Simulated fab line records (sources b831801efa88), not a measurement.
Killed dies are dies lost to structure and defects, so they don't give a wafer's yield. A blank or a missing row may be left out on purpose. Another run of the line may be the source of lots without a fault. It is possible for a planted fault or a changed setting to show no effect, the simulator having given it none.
Matching of chambers ; flow sky130 ; SKY_METAL4_ETCH_17 on rie diel-01 has 4 sister chambers
The step etches SiO2 in C4F8/O2/Ar, stops on TiN, time 3.9 s, target depth 15 nm. 4 wafers are shown with their chamber, then 12 later ones without.

== EACH WAFER AND ITS CHAMBER ==
wafer;chamber;oes product au (a.u.)
L081.6;1;0.764
L084.3;3;0.737
L087.3;0;0.751
L087.6;2;0.760

== WAFERS WHOSE CHAMBER IS MISSING ==
wafer;oes product au (a.u.)
L089.1;0.755
L089.2;0.750
L089.3;0.744
L090.3;0.743
L090.4;0.738
L090.6;0.764
L092.2;0.759
L092.4;0.758
L092.6;0.755
L093.3;0.759
L093.5;0.767
L093.6;0.758

== WHICH CHAMBER EACH WENT THROUGH ==
wafer;from the rows above;in truth
L089.1;can't be placed: 0 or 2 or 1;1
L089.2;0;0
L089.3;can't be placed: 0 or 3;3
L090.3;can't be placed: 3 or 0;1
L090.4;3;3
L090.6;can't be placed: 1 or 2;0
L092.2;can't be placed: 2 or 1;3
L092.4;can't be placed: 2 or 1 or 0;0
L092.6;can't be placed: 0 or 2 or 1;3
L093.3;can't be placed: 2 or 1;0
L093.5;can't be placed: 1 or 2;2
L093.6;can't be placed: 2 or 1 or 0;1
Correctly placed: 2 of 12. These rows do not allow placing 10 (true chamber among the candidates in 5). Number placed wrongly: 0.
How it was worked out, from the rows above alone: a wafer's distance from a chamber is the root of the sum, over the readings, of the square of ((its reading less the chamber's mean) divided by the reading's scatter). If the next closest chamber is less than 2 further off than the closest, the wafer can't be placed; otherwise it belongs to the closest. The mean given for a chamber averages the wafers shown for that chamber. The scatter: root of mean squared gap, hidden wafer to nearest shown wafer, with one shown wafer a chamber.
